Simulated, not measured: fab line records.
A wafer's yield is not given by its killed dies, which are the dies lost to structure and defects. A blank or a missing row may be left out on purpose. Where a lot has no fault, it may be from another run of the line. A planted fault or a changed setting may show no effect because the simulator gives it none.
Struck lot and sound lot, side by side ; flow sky130 ; 36 steps out of a route of 708
Sound: these wafers, L593.2, L593.4, L593.5. Wafers L589.1, L589.3, L589.6 were the ones struck. At the end, the cause is stated.
Each step with rows lists, per side, the tool, then ch with its chambers, then its first start. Under that, the readings that differ: sound wafers ; struck wafers ; difference of the means ; sigmas: that difference in standard deviations of wafers without a fault.
alike: a reading whose means differ by less than 2 such deviations, as well as words and numbers matching on both sides. not compared: withheld readings; readings where some wafer has no value; bounds like >300 that might hide an equal value; numbers whose values overlap and for which the record gives no deviation.
Wherever a step has rows on one side only, a row that says differs or no value, or a row with sigmas, the two part there. Numbers that don't overlap but have no deviation are shown without sigmas and don't part them. A reading that every wafer of one side lacks parts them only if that side has two wafers or more.

first, 10 steps without rows for these wafers: SKY_GATE_OXIDE_COAT_05 (resist thk 1140 nm); SKY_GATE_OXIDE_SOFTBAKE_06 (time 60 s); SKY_GATE_OXIDE_EXPOSE_07 (exposes mask LVOM, target cd 600 nm); SKY_GATE_OXIDE_PEB_08; SKY_GATE_OXIDE_DEVELOP_09 (develop time 60 s); SKY_GATE_OXIDE_IMPLANT_11; SKY_GATE_OXIDE_WET_ETCH_12 (etches SiO2 in dHF, target depth 16.8 nm, time 336 s); SKY_GATE_OXIDE_STRIP_13 (strips in O2/N2); SKY_GATE_OXIDE_CLEAN_15 (cleans in SC1/SC2, time 150 s); SKY_GATE_OXIDE_OXIDATION_16 (stabilise 600 s, purge 300 s, target thk 3.57 nm).
SKY_POLY_GATE_CVD_00: deposits poly-Si, target thk 180 nm, time 720 s.
  sound on lpcvd-01 ch 0, day 22 12:10; struck on lpcvd-01 ch 1, day 19 14:23
reading;sound;struck;difference;sigmas
spike-tc-bottom-C (C);647 647 648;624 623 623;-24;-5
spike-tc-centre-C (C);618.5 619.1 620.9;607.6 605.5 606.9;-12.8;-11
spike-tc-lower-C (C);620.7 621.6 622.0;603.9 604.1 603.0;-17.8;-14
spike-tc-top-C (C);639.5 639.9 639.1;628.9 627.7 627.9;-11.3;-5
spike-tc-upper-C (C);619.2 620.2 620.2;605.4 605.1 605.4;-14.6;-15
susceptor-temp-C (C);619.58 619.99 619.90;605.43 605.23 605.29;-14.51;-58
model.poly-Si_of_POLY_GATE_CVD_00.thk-nm (nm);182 181.6 183.1;127.4 127.4 127.9;-54.7;
SKY_POLY_GATE_THK_MEAS_01:
  sound on film-metro-01 at day 22 13:22; struck on film-metro-02 at day 19 15:35
reading;sound;struck;difference;sigmas
POLY_GATE_CVD_00_THK (nm);182.0 181.4 183.0;127.4 127.4 127.8;-54.6;-32
then, 9 steps without rows for these wafers: SKY_RES_PROTECT_DEHYDRATE_00 (time 60 s); SKY_RES_PROTECT_HMDS_01 (prime time 60 s); SKY_RES_PROTECT_COAT_02 (resist thk 1140 nm); SKY_RES_PROTECT_SOFTBAKE_03 (time 60 s); SKY_RES_PROTECT_EXPOSE_04 (exposes mask RPM, target cd 1270 nm); SKY_RES_PROTECT_PEB_05; SKY_RES_PROTECT_DEVELOP_06 (develop time 60 s); SKY_POLY_GATE_IMPLANT_02; SKY_RES_PROTECT_STRIP_07 (strips in O2/N2).
SKY_RES_PROTECT_CLEAN_09: cleans in SC1/SC2, time 150 s.
  sound on wet-bench-04 ch 3, day 23 19:13; struck on wet-bench-02 ch 2, day 20 21:54
reading;sound;struck;difference;sigmas
model.poly-Si_of_POLY_GATE_CVD_00.thk-nm (nm);181.3 181 182.5;126.8 126.8 127.2;-54.7;
then, 11 steps without rows for these wafers: SKY_POLY_GATE_CVD_03 (deposits Si3N4 from DCS/NH3, target thk 75 nm, time 1290 s); SKY_POLY_GATE_DEHYDRATE_05 (time 60 s); SKY_POLY_GATE_HMDS_06 (prime time 60 s); SKY_POLY_GATE_COAT_07 (resist thk 110 nm); SKY_POLY_GATE_COAT_08 (resist thk 450 nm); SKY_POLY_GATE_SOFTBAKE_09 (time 90 s); SKY_POLY_GATE_EXPOSE_10 (exposes mask P1M, target cd 150 nm); SKY_POLY_GATE_PEB_11; SKY_POLY_GATE_DEVELOP_12 (develop time 60 s); SKY_POLY_GATE_ETCH_15 (etches BARC in N2/H2, stops on SiO2, time 118.5 s, target depth 110 nm); SKY_POLY_GATE_ETCH_16 (etches Si3N4 in CH3F/O2, stops on poly-Si, time 147.5 s, target depth 75 nm).
SKY_POLY_GATE_ETCH_17: etches poly-Si in HBr/Cl2, stops on SiO2, target depth 180 nm, time 70.5 s.
  sound on rie-si-02 ch 0,2, day 25 02:34; struck on rie-si-02 ch 1,3, day 22 06:25
reading;sound;struck;difference;sigmas
HBr_flow_sccm (sccm);149.6 150.1 149.1;151.0 150.1 151.1;+1.1;+3
oes-product-au (a.u.);0.984 0.986 0.977;0.782 0.781 0.785;-0.200;-26
model.etch.depth-nm (nm);177.4 177.3 176.8;126.8 126.8 127.2;-50.2;
model.POLY_GATE.feature-depth-nm (nm);177.4 177.3 176.8;126.8 126.8 127.2;-50.2;
  alike: bias-w, drypump-motor-current-A, throttle-valve-pct
  not compared: rf-hours-counter-h
then, 1 step without rows for these wafers: SKY_POLY_GATE_STRIP_18 (strips in O2/N2).
-- the record jumps here: 28 days lie between the struck wafers' starts before and after (it left off in module POLY_GATE and takes up again in module PAD_OPEN, whose first step shown is number 708 of the route) --
SKY_PAD_OPEN_PROBE_99:
  sound on prober-01 at day 51 01:24; struck on prober-02 at day 49 21:09
reading;sound;struck;difference;sigmas
model.etest.res-high-po.line-ohm-um;776.9 769.4 768.7;999.9 984.6 1024;+231.2;
model.etest.res-poly.line-ohm-um;527.6 507.9 536.9;713.6 713 729.3;+194.5;
model.etest.tip-sonos.rs-ohm-sq;2605 2636 2690;2532 2500 2494;-135;
model.etest.res-high-po.rs-ohm-sq;268.7 268.4 267.7;352.6 350.3 354.1;+84.1;
model.etest.res-poly.rs-ohm-sq;49.03 49.13 48.18;66.59 67.03 66.67;+17.98;
model.etest.cap-li-to-poly.c-af-um2;98.96 100.1 95.98;85 86.85 86.14;-12;
model.etest.tip-n.rs-ohm-sq;448.7 447.8 445.5;433.4 433.9 435.1;-13.2;
  alike: killed_at_M0_to_M3, killed_at_M4_up, killed-at-contacts, killed-at-front-end, killed-at-other, killed-dies, killed-open, killed-short
  not compared: model.etest.res-pwde-under-gate.rs-ohm-sq

## WHERE THEY PART
Earliest at SKY_POLY_GATE_CVD_00; latest, in this record, at SKY_POLY_GATE_ETCH_17. Later steps at which nothing parts them and some readings are alike: SKY_PAD_OPEN_PROBE_99.

WHY: the cause the simulator had injected
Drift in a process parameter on lpcvd-01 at SKY_POLY_GATE_CVD_00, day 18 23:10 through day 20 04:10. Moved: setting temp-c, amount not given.
